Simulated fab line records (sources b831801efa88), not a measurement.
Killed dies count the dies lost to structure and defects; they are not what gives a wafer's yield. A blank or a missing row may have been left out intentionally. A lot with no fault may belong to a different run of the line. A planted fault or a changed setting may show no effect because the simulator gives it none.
Tool commonality check + flow gf180mcu + Lots sampled 11, wafers sampled 33

== THE REASON FOR OPENING IT ==
GF_VT_IMPLANT_TW_MEAS_43, reading VT_IMPLANT_4_TW: flagged on 1 of 11 lots. No-fault wafers: 688, standard deviation 4.9.
Rule: a lot gets a flag if all its wafers with a number sit over 4 standard deviations from that mean, or if no wafer of it has a number. The rest of the lots are taken to be sound.

| lot  | measured     | on           | VT_IMPLANT_4_TW, wafer by wafer | flag    |
|------|--------------|--------------|---------------------------------|---------|
| L696 | day 7 08:56  | filmMetro-04 | 690 693 690                     |         |
| L697 | day 7 14:11  | filmMetro-01 | 689 690 694                     |         |
| L701 | day 8 21:56  | filmMetro-04 | 30 30 30                        | FLAGGED |
| L708 | day 11 07:23 | filmMetro-04 | 681 680 681                     |         |
| L709 | day 11 08:02 | filmMetro-04 | 682 680 682                     |         |
| L710 | day 11 22:05 | filmMetro-04 | 687 683 683                     |         |
| L711 | day 12 01:02 | filmMetro-03 | 692 689 691                     |         |
| L712 | day 12 06:29 | filmMetro-04 | 693 687 685                     |         |
| L713 | day 12 10:47 | filmMetro-04 | 687 687 686                     |         |
| L714 | day 12 12:28 | filmMetro-01 | 681 685 684                     |         |
| L717 | day 13 16:11 | filmMetro-01 | 686 683 687                     |         |
The numbers of the flagged lots are 30 on average: -658 against the usual, or -99 or more standard deviations.

== LOT BY LOT: THE TOOL USED ==
Before the reading, the record contains 2 process steps out of a 602-step route. Read each cell as the tool, then ch plus the chambers that the sampled wafers visited, then the start.
| lot  | flag    | GF_VT_IMPLANT_STRIP_31              | GF_VT_IMPLANT_STRIP_42              |
|------|---------|-------------------------------------|-------------------------------------|
| L696 |         | plasmaAsher-01 ch 0,1, day 6 17:40  | plasmaAsher-04 ch 0,1, day 7 08:49  |
| L697 |         | plasmaAsher-02 ch 0,1, day 6 22:50  | plasmaAsher-02 ch 0,1, day 7 14:05  |
| L701 | FLAGGED | plasmaAsher-02 ch 0,1, day 8 05:07  | plasmaAsher-04 ch 0,1, day 8 21:50  |
| L708 |         | plasmaAsher-01 ch 0,1, day 10 12:44 | plasmaAsher-01 ch 0,1, day 11 07:17 |
| L709 |         | plasmaAsher-02 ch 0, day 10 13:52   | plasmaAsher-01 ch 0,1, day 11 07:56 |
| L710 |         | plasmaAsher-01 ch 0,1, day 11 02:55 | plasmaAsher-04 ch 0,1, day 11 21:59 |
| L711 |         | plasmaAsher-02 ch 0,1, day 11 05:48 | plasmaAsher-01 ch 0,1, day 12 00:57 |
| L712 |         | plasmaAsher-04 ch 0, day 11 11:29   | plasmaAsher-04 ch 1, day 12 06:23   |
| L713 |         | plasmaAsher-02 ch 0,1, day 11 15:14 | plasmaAsher-01 ch 0,1, day 12 10:41 |
| L714 |         | plasmaAsher-02 ch 0,1, day 11 16:38 | plasmaAsher-04 ch 0,1, day 12 12:22 |
| L717 |         | plasmaAsher-01 ch 1, day 12 20:05   | plasmaAsher-02 ch 0,1, day 13 16:05 |
What these steps do:
- GF_VT_IMPLANT_STRIP_31: strips in O2/N2.
- GF_VT_IMPLANT_STRIP_42: strips in O2/N2.
- GF_VT_IMPLANT_TW_MEAS_43

== FLAGGED OVER TOTAL, TOOL BY TOOL (the gauges that took the reading come last) ==
| step                     | tool           | lots run | flagged | share of the flagged lots | sound lots run after its first flagged lot |
|--------------------------|----------------|----------|---------|---------------------------|--------------------------------------------|
| GF_VT_IMPLANT_STRIP_31   | plasmaAsher-01 | 4        | 0       | none                      | -                                          |
| GF_VT_IMPLANT_STRIP_31   | plasmaAsher-02 | 6        | 1       | all                       | 4 (L709,L711,L713,L714)                    |
| GF_VT_IMPLANT_STRIP_31   | plasmaAsher-04 | 1        | 0       | none                      | -                                          |
| GF_VT_IMPLANT_STRIP_42   | plasmaAsher-01 | 4        | 0       | none                      | -                                          |
| GF_VT_IMPLANT_STRIP_42   | plasmaAsher-02 | 2        | 0       | none                      | -                                          |
| GF_VT_IMPLANT_STRIP_42   | plasmaAsher-04 | 5        | 1       | all                       | 3 (L710,L712,L714)                         |
| GF_VT_IMPLANT_TW_MEAS_43 | filmMetro-01   | 3        | 0       | none                      | -                                          |
| GF_VT_IMPLANT_TW_MEAS_43 | filmMetro-03   | 1        | 0       | none                      | -                                          |
| GF_VT_IMPLANT_TW_MEAS_43 | filmMetro-04   | 7        | 1       | all                       | 5 (L708,L709,L710,L712,L713)               |

== THE TABLE: WHAT IT ALLOWS ==
All flagged lots were run by 3 table rows, namely plasmaAsher-02 at GF_VT_IMPLANT_STRIP_31, plasmaAsher-04 at GF_VT_IMPLANT_STRIP_42, filmMetro-04 at GF_VT_IMPLANT_TW_MEAS_43.
- plasmaAsher-02 at GF_VT_IMPLANT_STRIP_31 ran 6 lots, 1 of them flagged. Lots that were sound ran on it after the first flagged one (L709, L711, L713, L714); a persistent fault on the entire tool would not allow that. Its own readings lie more than 4 standard deviations out on every wafer of the flagged lots: oesProductAu.
- plasmaAsher-04 at GF_VT_IMPLANT_STRIP_42 ran 5 lots, 1 of them flagged. Lots that were sound ran on it after the first flagged one (L710, L712, L714); a persistent fault on the entire tool would not allow that. Its own readings lie more than 4 standard deviations out on every wafer of the flagged lots: stripTimeToEndpointS.
- filmMetro-04 at GF_VT_IMPLANT_TW_MEAS_43 ran 7 lots, 1 of them flagged. Lots that were sound ran on it after the first flagged one (L708, L709, L710, L712, L713); a persistent fault on the entire tool would not allow that.
Every row of the table either missed a flagged lot or ran a sound lot after the first.

== WHAT HAD BEEN PUT IN BY THE SIMULATOR ==
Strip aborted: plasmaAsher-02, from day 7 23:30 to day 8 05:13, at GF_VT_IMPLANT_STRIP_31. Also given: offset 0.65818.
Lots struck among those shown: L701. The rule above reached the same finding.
